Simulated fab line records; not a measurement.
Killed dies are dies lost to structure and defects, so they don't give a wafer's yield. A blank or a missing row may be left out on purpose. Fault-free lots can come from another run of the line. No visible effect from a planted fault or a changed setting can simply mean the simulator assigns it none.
A lot that was struck, set against a sound lot | flow gf180mcu | 18 out of 602 route steps
Sound: wafers L169.3, L169.4, L169.6. Wafers struck: L161.2, L161.3, L161.6. The cause is given at the end.
For every step that has rows: the tool of each side, followed by ch and its chambers, followed by its first start. Under that, the readings that differ: sound wafers | struck wafers | difference of the means | sigmas: that difference in standard deviations of wafers without a fault.
alike: words and numbers the same on both sides, and readings whose means are apart by under 2 such deviations; not compared: readings that were withheld, readings missing a value for some wafer, numbers with overlapping values and no deviation given by the record, and bounds like >300 which may hide the same value.
A row with sigmas, a row that says differs or no value, or rows on one side alone: a step with any of these is where the two part. Numbers that don't overlap but have no deviation are shown without sigmas and don't part them. Lack of a reading on every wafer of one side parts them only where that side has two or more wafers.

first, 6 steps without rows for these wafers: GF_DNWELL_COAT_02 (resist thk 3000 nm); GF_DNWELL_SOFTBAKE_03; GF_DNWELL_EXPOSE_04 (exposes mask DNWELL, target cd 1700 nm); GF_DNWELL_PEB_05; GF_DNWELL_DEVELOP_06 (develop time 60 s); GF_DNWELL_IMPLANT_07.
GF_DNWELL_STRIP_08: strips in O2/N2.
  sound on plasma asher-04 ch 0,1, day 7 06:32; struck on plasma asher-02 ch 0,1, day 5 09:49
  alike: drypump motor current A, heater power w, oes product au, platen temp c, strip time to endpoint s
  not compared: rf hours counter h
GF_DNWELL_TW_MEAS_09:
  sound: film metro-03 at day 7 06:38; struck: film metro-03 at day 5 09:55
  alike: DNWELL_TW
then, 4 steps without rows for these wafers: GF_NWELL_DEHYDRATE_00 (time 60 s); GF_NWELL_HMDS_01 (prime time 60 s); GF_NWELL_COAT_02 (resist thk 3000 nm); GF_NWELL_SOFTBAKE_03.
GF_NWELL_EXPOSE_04: exposes mask Nwell, target cd 860 nm.
  sound on iline stepper-02 ch 0, day 7 14:26; struck on iline stepper-01 ch 0, day 5 13:55
  reading                       | sound                   | struck            | difference | sigmas
  model.NWELL.overlay x nm (nm) | -0.3732 -0.3732 -0.3732 | 36.94 36.94 36.94 | +37.31     |
  alike: mask
then, 2 steps without rows for these wafers: GF_NWELL_PEB_05; GF_NWELL_DEVELOP_06 (develop time 60 s).
GF_NWELL_OVL_MEAS_07:
  sound: overlay-01 at day 7 22:43; struck: overlay-01 at day 5 20:55
  reading        | sound         | struck         | difference | sigmas
  NWELL_OVL (nm) | 0.2 -0.3 -0.1 | 36.7 35.8 35.4 | +36.0      | +24
next, for these wafers, 1 step has no rows: GF_NWELL_IMPLANT_08.
-- the record jumps here: 27 days lie between the struck wafers' starts before and after (it left off in module NWELL and takes up again in module PASSIVATION, whose first step shown is number 602 of the route) --
GF_PASSIVATION_PROBE_99:
  record: rows for the struck wafers here (prober-01, day 32 17:47), none for the sound ones

WHERE THEY PART
Last at GF_PASSIVATION_PROBE_99 as far as this record goes, first at GF_NWELL_OVL_MEAS_07.

WHY: whatever the simulator had introduced
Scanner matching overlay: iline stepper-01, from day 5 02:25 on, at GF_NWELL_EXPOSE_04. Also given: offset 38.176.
